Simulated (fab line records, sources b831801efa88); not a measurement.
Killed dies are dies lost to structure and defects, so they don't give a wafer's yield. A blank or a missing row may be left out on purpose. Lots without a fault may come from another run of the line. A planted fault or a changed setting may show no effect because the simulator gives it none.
fab line records | flow sky130
record lots=11 wafers=33 last_day=51
route steps=708 shown METAL2@500 VIA2@530 CAPM@551 PAD_OPEN@708
lots that met no fault: from a run of the same line without faults
start_h: hours from the record's first day to the start of the lot's first wafer shown | wait_h: hours since the lot's step before | " the same as in the row above | L1.1+2: a row that stands for several wafers | - no value, or no start given | * or withheld: withheld | < > ~ a bound
route shown NAME@n: a module of which the file shows steps, and the number in the route of the first | usual: mean/standard deviation of fault-free wafers | same: alike in all rows | chamber/n: place in a boat | sites: the reading at each site | _std_site: their standard deviation | _edge_site: outer sites' mean less inner sites' | radius_mm: how far each site lies from the wafer's centre | mask NAME#n: copy n | behind: the tool/chamber that last shaped the wafer | hold: why the lot was held/for how many hours/how that ended | device: the transistor (n, p or np) that didn't switch | end of line: the same wafers' tests at the end of the route | a step without rows: its recipe alone | killed: dies lost to structure and defects at the first sort, not the wafer's yield | map: a wafer's dies, x killed, . not, _ none there
set.NAME: the setting as run; set.NAME@STEP: as run at that earlier step | model.NAME: the simulator's own value behind a step, which no gauge read
steps of the route over a sample of lots; a table a step, a row a wafer
services: from which hour (start_h, from the record's first day; less than 0 if before it) a tool's chamber was out of use, for how many hours, and why
## steps
# step SKY_METAL2_DESCUM_17
# recipe chemistry=O2 source_power_w=150 bias_power_w=0 pressure_mtorr=10 temp_c=40 time_s=8
# usual drypump_motor_current_A=5.8/0.32 oes_product_au=1.001/0.0097
# columns lot.wafer tool chamber start_h wait_h drypump_motor_current_A oes_product_au rf_hours_counter_h
L592.3 rie_metal-04 0 823.48 0.0 6.1 1.000 -
L592.4 " 1 " " 5.3 0.995 -
L592.5 " 1 " " 5.3 0.994 -
L594.2 rie_metal-04 1 848.99 0.0 5.3 1.007 10
L594.3 " 0 " " 6.1 0.997 -
L594.5 " 1 " " 5.3 0.996 -
L593.2 rie_metal-01 0 849.94 0.0 6.1 1.013 2
L593.3 " 1 " " 5.8 1.000 -
L593.5 " 0 " " 6.1 1.008 -
L596.2 rie_metal-03 1 854.94 0.0 5.9 1.010 9
L596.3 " 0 " " 5.5 0.994 -
L596.4 " 1 " " 5.9 1.015 -
L597.1 rie_metal-03 0 862.64 0.0 5.5 1.000 14
L597.2 " 1 " " 5.9 1.014 10
L597.4 " 1 " " 5.9 1.023 -
L598.1 rie_metal-04 0 863.34 0.0 6.1 1.007 3
L598.2 " 1 " " 5.3 0.994 10
L598.6 " 0 " " 6.1 0.999 -
L600.4 rie_metal-04 1 894.41 0.0 5.3 0.985 -
L600.5 " 0 " " 6.1 1.011 -
L600.6 " 1 " " 5.3 0.980 -
L605.3 rie_metal-01 1 922.61 0.0 5.8 0.998 -
L605.4 " 0 " " 6.1 1.004 -
L605.6 " 1 " " 5.8 0.991 -
L608.3 rie_metal-04 0 947.66 0.0 6.1 1.001 -
L608.4 " 1 " " 5.3 0.985 -
L608.6 " 1 " " 5.3 0.988 -
L615.1 rie_metal-01 0 1011.40 0.0 6.1 1.018 9
L615.2 " 1 " " 5.8 0.990 18
L615.6 " 1 " " 5.8 0.995 -
L613.2 rie_metal-01 0 1013.85 0.0 6.1 1.005 10
L613.3 " 1 " " 5.8 1.002 -
L613.4 " 0 " " 6.1 1.012 -
# step SKY_METAL2_STRIP_20
# recipe chemistry=O2/N2 power_w=1400 pressure_mtorr=1500 platen_temp_c=withheld o2_flow_sccm=3000 n2_flow_sccm=300 overash_fraction=0.5
# usual chamber_pressure_mTorr=1499.8/1.3 drypump_motor_current_A=6.0/0.39 oes_product_au=0.342/0.0049 strip_time_to_endpoint_s=2.68/0.041
# columns lot.wafer tool chamber start_h wait_h chamber_pressure_mTorr drypump_motor_current_A oes_product_au rf_hours_counter_h strip_time_to_endpoint_s
L592.3 plasma_asher-03 1 823.69 0.1 1501.4 5.5 0.346 - 2.68
L592.4 " 0 " " 1499.5 6.6 0.347 - 2.68
L592.5 " 1 " " 1498.8 5.5 0.340 - 2.68
L594.2 plasma_asher-04 0 849.18 0.1 1500.3 6.3 0.341 103 2.75
L594.3 " 0 " " 1498.6 6.4 0.351 - 2.69
L594.5 " 1 " " 1503.2 5.8 0.343 - 2.75
L593.2 plasma_asher-03 1 850.13 0.1 1501.1 5.4 0.334 10 2.63
L593.3 " 0 " " 1501.4 6.6 0.344 - 2.69
L593.5 " 0 " " 1500.1 6.6 0.340 - 2.63
L596.2 plasma_asher-02 1 855.13 0.1 1500.4 5.8 0.342 75 2.62
L596.3 " 0 " " 1500.5 6.3 0.338 - 2.74
L596.4 " 1 " " 1500.8 5.8 0.341 - 2.61
L597.1 plasma_asher-04 0 862.83 0.1 1499.0 6.4 0.348 105 2.68
L597.2 " 1 " " 1498.5 5.8 0.344 105 2.63
L597.4 " 0 " " 1498.0 6.4 0.327 - 2.63
L598.1 plasma_asher-02 1 863.53 0.1 1500.4 5.8 0.341 76 2.65
L598.2 " 0 " " 1498.8 6.3 0.338 76 2.71
L598.6 " 0 " " 1500.8 6.3 0.336 - 2.65
L600.4 plasma_asher-03 1 894.61 0.1 1498.2 5.5 0.339 - 2.73
L600.5 " 1 " " 1498.5 5.4 0.338 - 2.68
L600.6 " 0 " " 1500.1 6.6 0.338 - 2.72
L605.3 plasma_asher-02 0 922.81 0.1 1498.3 6.3 0.344 - 2.71
L605.4 " 1 " " 1501.0 5.8 0.336 - 2.68
L605.6 " 1 " " 1498.6 5.8 0.349 - 2.71
L608.3 plasma_asher-03 1 947.86 0.1 1500.1 5.5 0.339 - 2.68
L608.4 " 0 " " 1499.6 6.6 0.351 - 2.70
L608.6 " 0 " " 1501.0 6.6 0.341 - 2.72
L615.1 plasma_asher-03 0 1011.58 0.1 1498.3 6.6 0.347 26 2.69
L615.2 " 1 " " 1498.8 5.5 0.345 26 2.73
L615.6 " 1 " " 1498.6 5.4 0.351 - 2.74
L613.2 plasma_asher-04 1 1014.03 0.1 1498.0 5.8 0.333 120 2.58
L613.3 " 0 " " 1500.7 6.4 0.346 - 2.73
L613.4 " 1 " " 1501.2 5.8 0.337 - 2.66
# step SKY_VIA2_THK_MEAS_23
# recipe thk_meas_gauge=xrf reads=W_of_VIA2_CVD_21
# usual VIA2_W_THK=409/5.4
# columns lot.wafer tool chamber start_h wait_h VIA2_W_THK[nm]
L592.3 film_metro-01 - 852.15 0.1 410
L592.4 " - " " 417
L592.5 " - " " 407
L594.2 film_metro-04 - 877.56 0.1 403
L594.3 " - " " 414
L594.5 " - " " 408
L593.2 film_metro-01 - 878.96 0.1 403
L593.3 " - " " 417
L593.5 " - " " 416
L596.2 film_metro-04 - 884.06 0.1 405
L596.3 " - " " 414
L596.4 " - " " 407
L597.1 film_metro-04 - 891.44 0.1 415
L597.2 " - " " 407
L597.4 " - " " 414
L598.1 film_metro-04 - 892.18 0.1 415
L598.2 " - " " 412
L598.6 " - " " 410
L600.4 film_metro-04 - 921.60 0.1 412
L600.5 " - " " 409
L600.6 " - " " 408
L605.3 film_metro-04 - 949.33 0.1 410
L605.4 " - " " 407
L605.6 " - " " 411
L608.3 film_metro-03 - 974.77 0.1 405
L608.4 " - " " 403
L608.6 " - " " 399
L615.1 film_metro-03 - 1037.10 0.1 407
L615.2 " - " " 416
L615.6 " - " " 415
L613.2 film_metro-01 - 1039.84 0.1 407
L613.3 " - " " 407
L613.4 " - " " 411
# step SKY_CAPM_STRIP_14
# recipe chemistry=O2/N2 power_w=1400 pressure_mtorr=1500 platen_temp_c=withheld o2_flow_sccm=3000 n2_flow_sccm=300 overash_fraction=0.5
# usual chamber_pressure_mTorr=1500.0/1.3 drypump_motor_current_A=6.00/0.24 oes_product_au=0.710/0.0049 strip_time_to_endpoint_s=12.66/0.041
# columns lot.wafer tool chamber start_h wait_h chamber_pressure_mTorr drypump_motor_current_A oes_product_au rf_hours_counter_h strip_time_to_endpoint_s
L592.3 plasma_asher-04 1 878.28 0.1 1501.0 5.78 0.708 - 12.71
L592.4 " 0 " " 1503.4 6.39 0.710 - 12.70
L592.5 " 0 " " 1500.1 6.37 0.714 - 12.74
L594.2 plasma_asher-01 0 903.75 0.1 1501.5 5.79 0.708 45 12.73
L594.3 " 1 " " 1500.1 5.98 0.703 - 12.67
L594.5 " 1 " " 1498.5 5.98 0.702 - 12.72
L593.2 plasma_asher-01 0 906.20 0.1 1499.8 5.81 0.714 45 12.66
L593.3 " 0 " " 1501.3 5.82 0.701 - 12.61
L593.5 " 0 " " 1504.3 5.80 0.708 - 12.66
L596.2 plasma_asher-04 1 910.05 0.1 1501.6 5.77 0.713 109 12.61
L596.3 " 0 " " 1500.4 6.36 0.703 - 12.62
L596.4 " 1 " " 1501.5 5.78 0.701 - 12.61
L597.1 plasma_asher-02 0 917.43 0.1 1500.3 6.34 0.708 81 12.64
L597.2 " 1 " " 1501.3 5.81 0.711 81 12.65
L597.4 " 0 " " 1499.8 6.34 0.714 - 12.67
L598.1 plasma_asher-01 0 917.73 0.1 1497.4 5.81 0.708 46 12.69
L598.2 " 1 " " 1500.4 6.00 0.702 46 12.66
L598.6 " 1 " " 1499.3 5.98 0.721 - 12.65
L600.4 plasma_asher-04 1 946.78 0.1 1499.7 5.80 0.707 - 12.65
L600.5 " 0 " " 1498.9 6.41 0.707 - 12.68
L600.6 " 1 " " 1499.4 5.77 0.718 - 12.68
L605.3 plasma_asher-01 0 973.68 0.1 1500.3 5.80 0.709 - 12.74
L605.4 " 1 " " 1499.9 5.99 0.702 - 12.68
L605.6 " 1 " " 1501.0 5.96 0.707 - 12.71
L608.3 plasma_asher-02 1 998.79 0.1 1499.1 5.80 0.713 - 12.69
L608.4 " 0 " " 1503.3 6.31 0.702 - 12.62
L608.6 " 1 " " 1500.4 5.80 0.710 - 12.66
L615.1 plasma_asher-02 0 1059.80 0.1 - - - - -
L615.2 " 1 " " - - - - -
L615.6 " 0 " " - - - - -
L613.2 plasma_asher-01 1 1062.41 0.1 - - - - -
L613.3 " 0 " " - - - - -
L613.4 " 1 " " - - - - -
# step SKY_PAD_OPEN_PROBE_99
# usual defect_limited_yield=82.4/2 killed_at_M0_to_M3=43/6.8 killed_at_M4_up=3.1/1.8 killed_at_contacts=25/5.8 killed_at_front_end=15/4.2 killed_at_other=0.3/0.5 killed_dies=87/9.7 killed_on_rim=17/4.1 killed_open=47/7.3 killed_short=39/6.6 sort_bin_3_pad_short=0.9/0.37 sort_bin_5_function=10.4/1.4 sort_bin_6_memory=6.3/1.1 sort_n_pass=405/9.7 sort_yield_pct=82.4/2
# same gross_dies=492 killed_at_back_side=0 sort_bin_4_leakage[%]=0 sort_bin_8_speed[%]=0
# columns lot.wafer tool chamber start_h wait_h defect_limited_yield[%] killed_at_M0_to_M3 killed_at_M4_up killed_at_contacts killed_at_front_end killed_at_other killed_dies killed_on_rim killed_open killed_short sort_bin_3_pad_short[%] sort_bin_5_function[%] sort_bin_6_memory[%] sort_n_pass sort_yield_pct[%]
L605.3 prober-01 - 1155.78 0.2 86.6 35 2 15 13 1 66 9 38 28 0.4 7.3 5.7 426 86.6
L605.4 prober-01 - 1155.83 0.2 86.2 35 3 17 13 0 68 14 36 32 0.6 9.1 4.1 424 86.2
L605.6 prober-01 - 1155.93 0.2 82.1 49 4 19 15 1 88 16 50 38 0.4 12.0 5.5 404 82.1
L615.1 prober-02 - 1214.66 0.1 0 9 2 5 3 473 492 96 13 6 25.6 71.3 3.0 0 0
L615.2 prober-02 - 1214.71 0.1 0 6 4 5 2 475 492 96 10 7 28.7 68.7 2.6 0 0
L615.6 prober-02 - 1214.91 0.2 0.2 10 0 5 5 471 491 96 12 9 24.0 73.2 2.6 1 0.2
L613.2 prober-02 - 1216.96 0.1 0.8 7 0 8 3 470 488 94 11 7 26.4 70.3 2.4 4 0.8
L613.3 prober-02 - 1217.01 0.2 0.4 13 0 6 3 468 490 95 10 12 20.5 76.0 3.0 2 0.4
L613.4 prober-02 - 1217.06 0.2 0.2 7 2 5 3 474 491 96 9 8 21.7 74.8 3.3 1 0.2
# killed by level:class
L605.3 VIA3:geometric_particle:open=10 VIA1:geometric_particle:open=8 CONTACT:geometric_particle:short=6 FIELD_ISO:geometric_particle:open=4 CONTACT:geometric_particle:open=4 SPACER:geometric_particle:short=3 VIA2:geometric_particle:open=3 METAL1:geometric_particle:short=3
L605.4 VIA1:geometric_particle:open=9 FIELD_ISO:geometric_particle:short=7 CONTACT:geometric_particle:open=6 METAL1:geometric_particle:short=5 VIA3:geometric_particle:open=5 VIA2:geometric_particle:open=5 LI_CONTACT:geometric_particle:open=4 LOCAL_INTERCONNECT:geometric_particle:short=4
L605.6 VIA1:geometric_particle:open=10 VIA2:geometric_particle:open=9 FIELD_ISO:geometric_particle:open=7 CONTACT:geometric_particle:open=6 METAL1:geometric_particle:short=6 METAL2:geometric_particle:short=6 VIA3:geometric_particle:open=5 CONTACT:geometric_particle:short=5
L615.1 CAPM:plasma_strip_residue=473 CONTACT:geometric_particle:open=4 VIA3:geometric_particle:open=3 VIA1:geometric_particle:open=2 METAL4:geometric_particle:open=2 POLY_GATE:geometric_particle:short=1 POLY_GATE:geometric_particle:open=1 SPACER:geometric_particle:open=1
L615.2 CAPM:plasma_strip_residue=475 CONTACT:geometric_particle:open=5 FIELD_ISO:geometric_particle:short=2 METAL2:geometric_particle:open=2 METAL4:geometric_particle:short=2 METAL1:geometric_particle:short=1 VIA1:geometric_particle:open=1 METAL2:geometric_particle:short=1
L615.6 CAPM:plasma_strip_residue=470 VIA1:geometric_particle:open=3 LI_CONTACT:geometric_particle:open=2 POLY_GATE:geometric_particle:open=2 CONTACT:geometric_particle:short=2 VIA2:geometric_particle:open=2 FIELD_ISO:geometric_particle:short=1 POLY_GATE:geometric_particle:short=1
L613.2 CAPM:plasma_strip_residue=470 LI_CONTACT:geometric_particle:short=2 LI_CONTACT:geometric_particle:open=2 CONTACT:geometric_particle:short=2 LOCAL_INTERCONNECT:geometric_particle:open=2 VIA1:geometric_particle:open=2 METAL2:geometric_particle:open=2 FIELD_ISO:geometric_particle:short=1
L613.3 CAPM:plasma_strip_residue=468 LI_CONTACT:geometric_particle:open=4 METAL1:geometric_particle:short=3 POLY_GATE:geometric_particle:short=2 VIA2:geometric_particle:short=2 VIA3:geometric_particle:short=2 VIA3:geometric_particle:open=2 FIELD_ISO:geometric_particle:open=1
L613.4 CAPM:plasma_strip_residue=474 VIA2:geometric_particle:open=2 LOCAL_INTERCONNECT:geometric_particle:short=2 CONTACT:geometric_particle:open=2 METAL4:geometric_particle:short=2 FIELD_ISO:geometric_particle:open=1 FIELD_ISO:geometric_particle:short=1 SPACER:geometric_particle:open=1
## services
# columns tool chamber start_h hours kind
plasma_asher-04 - 825.93 1.8 repair
rie_metal-03 1 866.77 1.2 repair
plasma_asher-03 - 888.86 2.8 repair
rie_metal-03 1 904.62 6.2 repair
rie_metal-03 0 961.59 - clean
rie_metal-03 0 961.59 19.7 scheduled_down
rie_metal-03 0 961.59 19.7 vent_cycle
plasma_asher-02 - 963.80 3.3 repair
rie_metal-04 - 984.47 2.8 pm
rie_metal-03 - 1018.67 8.5 repair
plasma_asher-03 - 1027.53 0.9 repair
rie_metal-01 - 1036.48 0.4 repair
plasma_asher-01 - 1041.49 2.1 repair
plasma_asher-03 - 1043.18 2.8 pm
rie_metal-03 1 1054.32 15.0 repair
plasma_asher-04 - 1055.25 9.0 pm
plasma_asher-04 0 1055.25 9.0 vent_cycle
plasma_asher-04 1 1055.25 9.0 vent_cycle
## key
first_sign step=SKY_CAPM_STRIP_14 reading=tool_record direction=missing
effect step=SKY_PAD_OPEN_PROBE_99 reading=killed_at_other direction=up sigmas=99+ usual=0.3 struck=471.8
met_at SKY_CAPM_STRIP_14
struck_lots L613,L615
later_rows_left_out L613.2,L613.3,L613.4,L615.1,L615.2,L615.6
not_acting_at SKY_METAL2_DESCUM_17,SKY_METAL2_STRIP_20,SKY_VIA2_THK_MEAS_23
onset_between 998.79 1059.80
fault kind=skipped_step_whole tool=plasma_asher-01,plasma_asher-02 chamber=- onset_h=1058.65 steps=SKY_CAPM_STRIP_14 scope=struck_lots_only
# later_rows_left_out: the simulator's readings of these wafers behind a module that went badly wrong aren't trusted and aren't shown, but for the sort
